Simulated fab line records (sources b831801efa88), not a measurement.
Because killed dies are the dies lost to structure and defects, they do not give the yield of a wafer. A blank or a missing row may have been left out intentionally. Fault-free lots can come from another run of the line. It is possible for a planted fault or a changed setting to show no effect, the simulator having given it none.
2 desks looking at one fault    flow gf180mcu    numbers are kept per desk, each desk with only its own; the story behind them comes last

== AT THE METROLOGY DESK ==
Lot by lot, what the gauges showed, no matter which tool ran the lot: averages of those sampled wafers that carry a number. A lot is out of limits, marked OUT, if its mean lies more than 4 standard deviations from the usual mean; the brackets give that distance.
Columns: A = V2_W_THK at GF_V2_THK_MEAS_25, usual 350 nm; B = V3_CVD_02_THK at GF_V3_THK_MEAS_03, usual 854 nm
lot   first seen here  A    B
L611  day 21 00:14     345  860
L610  day 21 04:01     359  839
L612  day 21 09:10     351  858
L613  day 22 00:49     363  854
L615  day 22 17:52     347  846
L617  day 23 02:51     347  856
L618  day 23 17:14     347  856
L619  day 24 02:13     361  856
L627  day 26 17:07     331  406 (-41) OUT
L629  day 27 07:52     345  420 (-39) OUT
L630  day 27 08:06     349  853
L632  day 28 01:43     359  856
This desk's result: L627, L629 out of limits, first on L627 (V3_CVD_02_THK at GF_V3_THK_MEAS_03), day 27 14:54. L611, L610, L612, L613, L615, L617, L618, L619, L630, L632 stayed within limits.

== DESK OF THE TOOL OWNER: pecvd-02 ==
The tool's own readings at GF_V3_CVD_02 (deposits SiO2 from TEOS, target thk 850 nm, time 94.851 s): means of the sampled wafers that have a number, for each lot that ran on this tool. A lot is out of limits, marked OUT, if its mean lies more than 4 standard deviations from the usual mean; the brackets give that distance.
Columns: A = heater power w at GF_V3_CVD_02, usual 654 W; B = run length s at GF_V3_CVD_02, usual 122.8 s
lot   first seen here  A    B
L611  day 22 01:52     622  122.7
L612  day 22 09:44     650  122.7
L613  day 23 01:41     682  122.3
L618  day 24 16:28     745  122.5
L627  day 27 14:50     648  73.8 (-99 or more) OUT
L629  day 28 05:21     698  73.8 (-99 or more) OUT
This desk's verdict: out of limits on L627, L629, starting with L627 at day 27 14:50 (run length s at GF_V3_CVD_02). L611, L612, L613, L618 stayed within limits.

== BROUGHT TOGETHER ==
The tool owner's desk had the chance to raise an alarm at day 27 14:50 on L627, L629.
An alarm was possible from the metrology desk at day 27 14:54, on L627, L629.
GF_V3_CVD_02 was run on pecvd-02 by each of the lots named.

== WHAT THE SIMULATOR PUT IN ==
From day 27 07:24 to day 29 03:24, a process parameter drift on pecvd-02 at GF_V3_CVD_02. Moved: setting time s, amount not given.
Shown lots that were struck: L627, L629.
Fault start to first reading out of limits, in hours, per desk: tool owner, 7; metrology, 8.
